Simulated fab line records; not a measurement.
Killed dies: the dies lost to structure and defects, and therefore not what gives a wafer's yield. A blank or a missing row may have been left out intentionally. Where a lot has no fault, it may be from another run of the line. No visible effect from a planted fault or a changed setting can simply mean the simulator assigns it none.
fab line records    flow sky130
record lots=14  wafers=42  last-day=50
route steps=708 shown FIELD_ISO@5 METAL2@502
lots with no fault: from the same line, run without faults
start-h: hours from the record's first day to the start of the lot's first wafer shown    wait-h: hours since the lot's step before    " identical to the entry in the row above    L1.1+2: one row covering several wafers at once    - either no value or no given start    * or withheld: withheld    < > ~ a bound
route shown NAME@n: names a module that has steps shown in the file, with the first one's number in the route    usual: average and standard deviation across the fault-free wafers    same: alike in all rows    chamber/n: place in a boat    sites: per-site readings    _std_site: the standard deviation of these    _edge_site: inner sites' mean taken away from outer sites' mean    radius-mm: for every site, how far away it sits from the centre of the wafer    mask NAME#n: copy n    behind: tool/chamber where the wafer was last shaped    hold: what put the lot on hold/how long, in hours/how the hold closed    device: whichever transistor did not switch (one of n, p or np)    end of line: at the end of the route, the tests of the same wafers    a step with no rows: only its recipe    killed: the dies lost at the first sort to structure and to defects; this is not the yield of the wafer    map: the dies of a wafer, with x for killed, . for not killed, _ for no die there
set.NAME: the setting that was run; set.NAME@STEP: the one run at that earlier step    model.NAME: the simulator's own value behind a step, which no gauge read
steps of the route over a sample of lots; a table a step, a row a wafer
services: when a tool's chamber went out of use (start-h, in hours from the record's first day, below 0 if earlier), for how many hours, and the reason
## steps
# step SKY_FIELD_ISO_THK_MEAS_04
# recipe reads=Si3N4_of_FIELD_ISO_CVD_03
# usual FIELD_ISO_CVD_03_THK=160.4/1.4
lot.wafer  tool           chamber  start-h  wait-h  FIELD_ISO_CVD_03_THK[nm]
L817.1     film-metro-04  -        17.01    0.0     161.2
L817.3     "              -        "        "       160.9
L817.6     "              -        "        "       159.7
L818.1     film-metro-02  -        20.15    0.0     159.8
L818.4     "              -        "        "       159.8
L818.6     "              -        "        "       160.3
L819.1     film-metro-04  -        24.66    0.0     157.5
L819.3     "              -        "        "       157.2
L819.4     "              -        "        "       156.3
L820.1     film-metro-04  -        31.26    0.0     159.3
L820.2     "              -        "        "       158.9
L820.5     "              -        "        "       159.1
L822.1     film-metro-03  -        40.14    0.0     162.7
L822.2     "              -        "        "       160.3
L822.4     "              -        "        "       161.1
L823.1     film-metro-03  -        44.73    0.0     160.1
L823.3     "              -        "        "       159.7
L823.4     "              -        "        "       159.6
L824.1     film-metro-02  -        51.18    0.0     160.0
L824.3     "              -        "        "       160.6
L824.6     "              -        "        "       160.6
L825.2     film-metro-03  -        54.44    0.0     161.5
L825.5     "              -        "        "       159.6
L825.6     "              -        "        "       161.2
L826.1     film-metro-03  -        59.79    0.0     160.0
L826.2     "              -        "        "       159.7
L826.5     "              -        "        "       159.6
L832.1     film-metro-04  -        90.58    0.0     161.0
L832.2     "              -        "        "       161.7
L832.6     "              -        "        "       160.6
L834.1     film-metro-04  -        99.32    0.0     160.4
L834.2     "              -        "        "       159.5
L834.6     "              -        "        "       160.2
L836.1     film-metro-04  -        109.35   0.0     158.3
L836.3     "              -        "        "       159.3
L836.4     "              -        "        "       158.8
L839.1     film-metro-04  -        124.29   0.0     161.0
L839.3     "              -        "        "       160.9
L839.6     "              -        "        "       162.2
L840.2     film-metro-04  -        128.49   0.0     164.2
L840.3     "              -        "        "       163.0
L840.4     "              -        "        "       164.3
# step SKY_FIELD_ISO_ETCH_15
# recipe chemistry=CHF3/O2  target-depth-nm=180  stop-on=Si  source-w=600  bias-w=200  pressure-mtorr=40  chf3-flow-sccm=50  O2_flow_sccm=5  time-s=72
# usual O2_flow_sccm=5.001/0.015  chf3-flow-sccm=50.00/0.16  drypump-motor-current-A=5.6/0.42  oes-product-au=0.930/0.0066  run-length-s=100.4/0.36  throttle-valve-pct=8.839/0.0092
lot.wafer  tool         chamber  start-h  wait-h  O2_flow_sccm  chf3-flow-sccm  drypump-motor-current-A  oes-product-au  rf-hours-counter-h  run-length-s  throttle-valve-pct
L817.1     rie-diel-04  0        32.06    0.0     4.992         50.23           6.0                      0.934           16                  100.2         8.827
L817.3     "            2        "        "       5.006         50.04           5.8                      0.924           96                  100.3         8.838
L817.6     "            1        "        "       4.995         49.99           5.1                      0.929           -                   99.9          8.841
L818.1     rie-diel-03  2        34.33    0.0     5.023         49.91           5.7                      0.934           45                  101.0         8.835
L818.4     "            0        "        "       4.998         49.98           5.7                      0.924           158                 100.3         8.824
L818.6     "            0        "        "       5.030         49.97           5.7                      0.928           -                   100.4         8.842
L819.1     rie-diel-03  1        40.21    0.0     5.013         49.89           6.1                      0.922           0                   100.5         8.843
L819.3     "            3        "        "       4.996         49.92           5.2                      0.914           61                  101.5         8.841
L819.4     "            2        "        "       5.002         49.92           5.7                      0.915           45                  100.9         8.830
L820.1     rie-diel-03  2        47.13    0.0     4.971         50.30           5.7                      0.922           45                  100.8         8.832
L820.2     "            0        "        "       4.976         50.03           5.7                      0.925           158                 100.5         8.836
L820.5     "            0        "        "       4.996         49.94           5.7                      0.925           -                   101.0         8.845
L822.1     rie-diel-03  2        56.13    0.0     4.979         49.99           5.7                      0.942           46                  101.4         8.858
L822.2     "            0        "        "       4.996         50.10           5.7                      0.940           158                 100.3         8.850
L822.4     "            1        "        "       5.013         50.00           6.1                      0.936           1                   100.4         8.821
L823.1     rie-diel-03  1        60.33    0.0     5.008         49.98           6.2                      0.930           1                   100.4         8.831
L823.3     "            0        "        "       5.019         49.92           5.7                      0.925           158                 100.4         8.853
L823.4     "            3        "        "       5.007         49.96           5.2                      0.939           61                  100.9         8.839
L824.1     rie-diel-02  3        67.73    0.0     4.988         50.02           5.4                      0.932           3                   100.0         8.843
L824.3     "            1        "        "       5.019         50.18           5.0                      0.927           159                 100.2         8.828
L824.6     "            0        "        "       5.017         50.13           6.4                      0.928           -                   100.6         8.829
L825.2     rie-diel-02  1        70.13    0.0     5.001         49.70           5.0                      0.930           159                 100.2         8.834
L825.5     "            0        "        "       5.002         49.99           6.4                      0.924           -                   100.5         8.820
L825.6     "            1        "        "       4.991         49.54           5.0                      0.936           -                   100.5         8.846
L826.1     rie-diel-04  1        76.53    0.0     4.998         50.05           5.1                      0.921           71                  100.1         8.849
L826.2     "            3        "        "       5.004         49.96           5.3                      0.930           3                   100.5         8.840
L826.5     "            3        "        "       4.979         50.03           5.3                      0.925           -                   100.5         8.844
L832.1     rie-diel-04  0        109.08   0.0     4.996         49.99           6.0                      0.935           17                  100.1         8.840
L832.2     "            1        "        "       5.037         49.78           5.1                      0.939           72                  99.9          8.831
L832.6     "            1        "        "       4.995         49.73           5.1                      0.924           -                   100.0         8.830
L834.1     rie-diel-04  0        117.71   0.0     5.019         50.13           6.0                      0.923           17                  100.0         8.837
L834.2     "            2        "        "       4.990         50.06           5.8                      0.921           98                  100.4         8.825
L834.6     "            0        "        "       5.019         50.14           6.0                      0.930           -                   100.5         8.847
L836.1     rie-diel-02  3        127.68   0.0     5.001         50.10           5.4                      0.923           4                   100.4         8.858
L836.3     "            2        "        "       5.032         49.90           5.7                      0.929           103                 100.7         8.828
L836.4     "            3        "        "       4.994         50.33           5.4                      0.925           -                   99.9          8.828
L839.1     rie-diel-02  3        143.11   0.0     4.997         49.94           5.4                      0.923           5                   99.8          8.831
L839.3     "            1        "        "       5.014         49.60           5.0                      0.935           0                   100.5         8.838
L839.6     "            1        "        "       4.998         49.63           5.0                      0.942           -                   100.2         8.849
L840.2     rie-diel-04  1        147.81   0.0     5.006         49.95           5.1                      0.935           73                  100.0         8.856
L840.3     "            0        "        "       5.007         49.90           6.0                      0.940           17                  100.4         8.840
L840.4     "            2        "        "       5.065         50.06           5.8                      0.934           98                  100.3         8.835
# step SKY_FIELD_ISO_CMP_27
# recipe stop-on=Si3N4  t-overpolish-s=16  down-force-psi=4  platen-rpm=60  target-thk-nm=457.8  pad-velocity-m-s=0.94248
# usual motor-current-A=12.5/1  overpolish-run-s=15.999/0.0091  slurry-filter-dp-kPa=13.52/0.13  time-to-endpoint-s=109/4.3
lot.wafer  tool    chamber  start-h  wait-h  motor-current-A  overpolish-run-s  slurry-filter-dp-kPa  time-to-endpoint-s
L817.1     cmp-02  1        36.78    0.0     13.5             15.999            13.68                 118
L817.3     "       2        "        "       10.7             15.988            13.61                 119
L817.6     "       2        "        "       10.6             16.013            13.46                 113
L818.1     cmp-01  3        38.63    0.0     13.9             15.988            13.67                 111
L818.4     "       2        "        "       11.4             15.996            13.52                 104
L818.6     "       0        "        "       11.6             16.001            13.68                 107
L819.3     cmp-02  3        45.70    0.1     12.4             16.010            13.50                 105
L819.4     "       0        "        "       12.9             15.985            13.53                 112
L819.1     "       1        "        "       13.5             16.018            13.56                 113
L820.2     cmp-01  3        51.01    0.0     13.9             16.012            13.37                 113
L820.1     "       1        "        "       12.2             16.019            13.44                 108
L820.5     "       3        "        "       14.2             15.995            13.15                 109
L822.2     cmp-01  0        60.86    0.1     12.4             15.986            13.48                 104
L822.4     "       1        "        "       12.6             15.996            13.37                 104
L822.1     "       2        "        "       11.7             16.004            13.60                 101
L823.3     cmp-01  2        65.05    0.0     11.8             15.989            13.41                 110
L823.4     "       3        "        "       13.9             16.007            13.62                 113
L823.1     "       1        "        "       12.4             16.009            13.55                 110
L824.1     cmp-01  1        72.21    0.0     12.9             16.001            13.58                 108
L824.3     "       2        "        "       11.6             16.002            13.51                 106
L824.6     "       2        "        "       11.7             15.999            13.59                 106
L825.2     cmp-02  3        75.51    0.1     12.3             16.003            13.71                 112
L825.6     "       0        "        "       13.0             16.005            13.40                 117
L825.5     "       1        "        "       14.2             16.002            13.49                 116
L826.2     cmp-01  0        79.90    0.0     12.2             15.989            13.40                 111
L826.1     "       3        "        "       13.3             16.001            13.38                 110
L826.5     "       1        "        "       12.3             16.001            13.68                 111
L832.1     cmp-01  1        114.27   0.0     12.4             16.005            13.61                 110
L832.2     "       2        "        "       11.6             16.001            13.56                 106
L832.6     "       2        "        "       12.0             16.003            13.55                 106
L834.2     cmp-02  0        123.41   0.0     13.5             16.002            13.38                 104
L834.1     "       3        "        "       12.6             15.994            13.66                 107
L834.6     "       0        "        "       13.3             15.997            13.94                 107
L836.4     cmp-01  0        131.08   0.0     11.8             16.009            13.55                 104
L836.1     "       1        "        "       12.1             15.994            13.55                 104
L836.3     "       2        "        "       12.0             15.992            13.40                 108
L839.1     cmp-02  2        147.03   0.1     10.3             15.994            13.68                 106
L839.3     "       3        "        "       12.7             16.003            13.54                 105
L839.6     "       2        "        "       9.9              15.998            13.21                 110
L840.4     cmp-02  0        152.55   0.0     12.3             16.004            13.62                 108
L840.2     "       2        "        "       10.6             16.012            13.47                 109
L840.3     "       3        "        "       13.0             16.005            13.46                 113
# step SKY_METAL2_METAL_ETCH_19
# recipe target-depth-a=3600  stop-on=SiO2  over-etch-frac=0.3  time-s=78  chemistry=Cl2/BCl3  resist-sidewall-deg=88  pressure-mtorr=10  icp-w=900  bias-w=48.5  Cl2_flow_sccm=60  bcl3-flow-sccm=30
# usual drypump-motor-current-A=5.5/0.3  oes-product-au=0.855/0.0057  run-length-s=106.7/1.2  throttle-valve-pct=22.265/0.0093
lot.wafer  tool          chamber  start-h  wait-h  drypump-motor-current-A  oes-product-au  rf-hours-counter-h  run-length-s  throttle-valve-pct
L817.1     rie-metal-04  1        823.57   0.0     6.0                      0.849           13                  105.5         22.258
L817.3     "             0        "        "       5.7                      0.851           -                   106.2         22.275
L817.6     "             0        "        "       5.7                      0.855           -                   105.6         22.264
L818.1     rie-metal-02  0        828.34   0.0     5.4                      0.852           11                  105.8         22.253
L818.4     "             0        "        "       5.3                      0.844           -                   105.9         22.261
L818.6     "             1        "        "       5.4                      0.845           -                   107.0         22.262
L819.1     rie-metal-04  0        841.92   0.0     5.7                      0.860           5                   105.6         22.279
L819.3     "             1        "        "       6.1                      0.857           -                   105.6         22.269
L819.4     "             0        "        "       5.7                      0.861           -                   105.6         22.268
L820.1     rie-metal-02  1        850.17   0.0     5.4                      0.848           8                   107.3         22.266
L820.2     "             0        "        "       5.3                      0.849           12                  105.5         22.250
L820.5     "             0        "        "       5.3                      0.846           -                   105.5         22.259
L822.1     rie-metal-04  1        866.97   0.0     6.1                      0.849           15                  105.7         22.269
L822.2     "             0        "        "       5.7                      0.853           6                   105.9         22.267
L822.4     "             1        "        "       6.1                      0.855           -                   106.4         22.272
L823.1     rie-metal-02  1        873.60   0.0     5.4                      0.854           9                   106.8         22.266
L823.3     "             1        "        "       5.3                      0.857           -                   106.7         22.269
L823.4     "             0        "        "       5.3                      0.853           -                   105.8         22.279
L824.1     rie-metal-02  1        880.57   0.0     5.4                      0.861           10                  106.8         22.253
L824.3     "             0        "        "       5.3                      0.842           -                   105.7         22.270
L824.6     "             0        "        "       5.3                      0.865           -                   105.8         22.261
L825.2     rie-metal-04  1        888.27   0.0     6.1                      0.857           16                  106.0         22.262
L825.5     "             1        "        "       6.1                      0.858           -                   105.6         22.265
L825.6     "             0        "        "       5.7                      0.866           -                   106.0         22.275
L826.1     rie-metal-01  0        892.39   0.0     5.4                      0.856           14                  106.8         22.255
L826.2     "             1        "        "       5.1                      0.853           10                  106.7         22.278
L826.5     "             0        "        "       5.4                      0.853           -                   106.5         22.272
L832.1     rie-metal-02  0        939.27   0.0     5.3                      0.850           16                  105.9         22.275
L832.2     "             1        "        "       5.4                      0.862           12                  106.8         22.253
L832.6     "             0        "        "       5.3                      0.863           -                   105.9         22.261
L834.1     rie-metal-02  0        961.73   0.1     5.3                      0.999           17                  97.6          22.285
L834.2     "             1        "        "       5.3                      0.989           13                  98.7          22.269
L834.6     "             1        "        "       5.3                      0.987           -                   98.5          22.275
L836.1     rie-metal-02  1        962.43   0.1     5.4                      0.988           14                  99.0          22.271
L836.3     "             1        "        "       5.3                      0.994           -                   98.5          22.249
L836.4     "             0        "        "       5.3                      0.986           -                   98.0          22.246
L839.1     rie-metal-04  0        984.42   0.0     5.7                      0.862           11                  105.8         22.254
L839.3     "             0        "        "       5.7                      0.854           -                   106.3         22.258
L839.6     "             0        "        "       5.7                      0.859           -                   105.6         22.259
L840.2     rie-metal-04  1        990.00   0.0     6.1                      0.856           2                   106.0         22.277
L840.3     "             1        "        "       6.1                      0.855           -                   105.5         22.241
L840.4     "             0        "        "       5.7                      0.860           -                   106.0         22.268
# step SKY_METAL2_STRIP_20
# recipe chemistry=O2/N2  power-w=1400  pressure-mtorr=1500  platen-temp-c=withheld  o2-flow-sccm=3000  n2-flow-sccm=300  overash-fraction=0.5
# usual drypump-motor-current-A=5.8/0.64  n2-flow-sccm=299.9/0.9  oes-product-au=0.342/0.0047  strip-time-to-endpoint-s=2.68/0.033
lot.wafer  tool             chamber  start-h  wait-h  drypump-motor-current-A  n2-flow-sccm  oes-product-au  rf-hours-counter-h  strip-time-to-endpoint-s
L817.1     plasma-asher-04  1        823.66   0.1     5.3                      300.4         0.346           65                  2.73
L817.3     "                1        "        "       5.3                      297.6         0.342           -                   2.74
L817.6     "                1        "        "       5.3                      299.5         0.337           -                   2.73
L818.1     plasma-asher-03  0        828.43   0.1     6.0                      299.2         0.345           8                   2.70
L818.4     "                0        "        "       6.0                      299.4         0.346           -                   2.69
L818.6     "                0        "        "       6.0                      299.4         0.337           -                   2.71
L819.1     plasma-asher-01  1        842.01   0.1     6.1                      298.6         0.341           105                 2.69
L819.3     "                0        "        "       4.9                      298.0         0.345           -                   2.69
L819.4     "                1        "        "       6.1                      299.8         0.342           -                   2.70
L820.1     plasma-asher-04  1        850.26   0.1     5.3                      300.6         0.340           68                  2.70
L820.2     "                0        "        "       6.6                      300.2         0.346           68                  2.63
L820.5     "                1        "        "       5.3                      300.2         0.341           -                   2.63
L822.1     plasma-asher-04  0        867.06   0.1     6.6                      299.5         0.349           70                  2.71
L822.2     "                1        "        "       5.3                      298.5         0.345           70                  2.69
L822.4     "                0        "        "       6.6                      300.2         0.337           -                   2.72
L823.1     plasma-asher-04  0        873.69   0.1     6.6                      300.8         0.337           70                  2.70
L823.3     "                0        "        "       6.6                      301.7         0.338           -                   2.68
L823.4     "                1        "        "       5.3                      299.2         0.346           -                   2.67
L824.1     plasma-asher-03  1        880.66   0.1     5.9                      300.0         0.344           13                  2.68
L824.3     "                1        "        "       5.9                      300.2         0.337           -                   2.68
L824.6     "                1        "        "       5.9                      300.5         0.337           -                   2.69
L825.2     plasma-asher-04  0        888.36   0.1     6.6                      298.7         0.337           72                  2.70
L825.5     "                0        "        "       6.6                      300.4         0.347           -                   2.71
L825.6     "                1        "        "       5.3                      299.6         0.331           -                   2.69
L826.1     plasma-asher-01  1        892.48   0.1     6.1                      299.9         0.335           110                 2.65
L826.2     "                0        "        "       4.9                      299.0         0.342           110                 2.66
L826.5     "                0        "        "       4.9                      300.2         0.340           -                   2.68
L832.1     plasma-asher-04  1        939.36   0.1     5.3                      300.2         0.340           77                  2.63
L832.2     "                0        "        "       6.6                      299.5         0.344           77                  2.71
L832.6     "                1        "        "       5.3                      300.3         0.335           -                   2.68
L834.1     plasma-asher-04  0        961.85   0.1     6.6                      299.4         0.358           80                  2.98
L834.2     "                1        "        "       5.3                      299.7         0.360           80                  3.04
L834.6     "                1        "        "       5.3                      299.2         0.352           -                   3.06
L836.1     plasma-asher-01  0        962.55   0.1     4.9                      300.2         0.361           116                 3.09
L836.3     "                0        "        "       4.9                      300.9         0.359           -                   3.07
L836.4     "                1        "        "       6.1                      299.8         0.358           -                   3.04
L839.1     plasma-asher-01  0        984.51   0.1     4.9                      302.0         0.344           117                 2.71
L839.3     "                0        "        "       4.9                      301.4         0.351           -                   2.75
L839.6     "                0        "        "       4.9                      300.7         0.340           -                   2.72
L840.2     plasma-asher-04  0        990.09   0.1     6.6                      299.8         0.347           84                  2.68
L840.3     "                1        "        "       5.3                      300.7         0.341           -                   2.71
L840.4     "                0        "        "       6.6                      299.1         0.351           -                   2.68
## services
tool             chamber  start-h  hours  kind
cmp-01           -        24.72    2.5    pm
cmp-01           -        31.20    3.5    repair
cmp-01           -        51.57    1.9    repair
cmp-01           -        62.16    1.7    repair
plasma-asher-04  -        108.75   9.0    pm
cmp-01           -        140.07   0.9    repair
cmp-01           -        156.20   50.7   repair
cmp-01           -        166.57   2.0    repair
cmp-01           -        202.09   1.8    repair
cmp-01           -        240.84   4.0    pm
cmp-01           -        242.93   0.5    repair
cmp-01           -        274.56   1.6    repair
cmp-01           -        321.02   6.1    pm
cmp-01           -        373.53   3.7    repair
cmp-01           -        393.72   5.8    pm
cmp-01           -        411.99   1.2    repair
plasma-asher-04  -        534.69   14.6   pm
cmp-01           -        537.21   3.2    repair
plasma-asher-04  -        557.11   28.1   pm
cmp-01           -        580.84   4.0    pm
plasma-asher-04  -        594.61   10.1   repair
plasma-asher-04  -        655.99   3.2    repair
cmp-01           -        657.61   2.8    repair
cmp-01           -        658.41   3.7    repair
## key
first-sign step=SKY_METAL2_METAL_ETCH_19  reading=oes-product-au  direction=up  sigmas=24  usual=0.855  struck=0.991
effect step=SKY_METAL2_METAL_ETCH_19  reading=run-length-s  direction=down  sigmas=7  usual=*  struck=*
effect step=SKY_METAL2_STRIP_20  reading=strip-time-to-endpoint-s  direction=up  sigmas=11  usual=*  struck=*
met-at SKY_METAL2_METAL_ETCH_19
struck-lots L834,L836
sort-left-out L834.1,L834.2,L834.6,L836.1,L836.3,L836.4
not-acting-at SKY_FIELD_ISO_THK_MEAS_04,SKY_FIELD_ISO_ETCH_15,SKY_FIELD_ISO_CMP_27
onset-between 939.27 961.73
fault kind=process-parameter-drift  tool=rie-metal-02  chamber=-  onset-h=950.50  steps=SKY_METAL2_METAL_ETCH_19  channel=time-s  offset=*  shape=step  end-h=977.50  acts-in=*  stated=*
# sort-left-out: the simulated sort isn't trusted on such a fault, so these wafers' sort isn't shown, and their yield isn't known
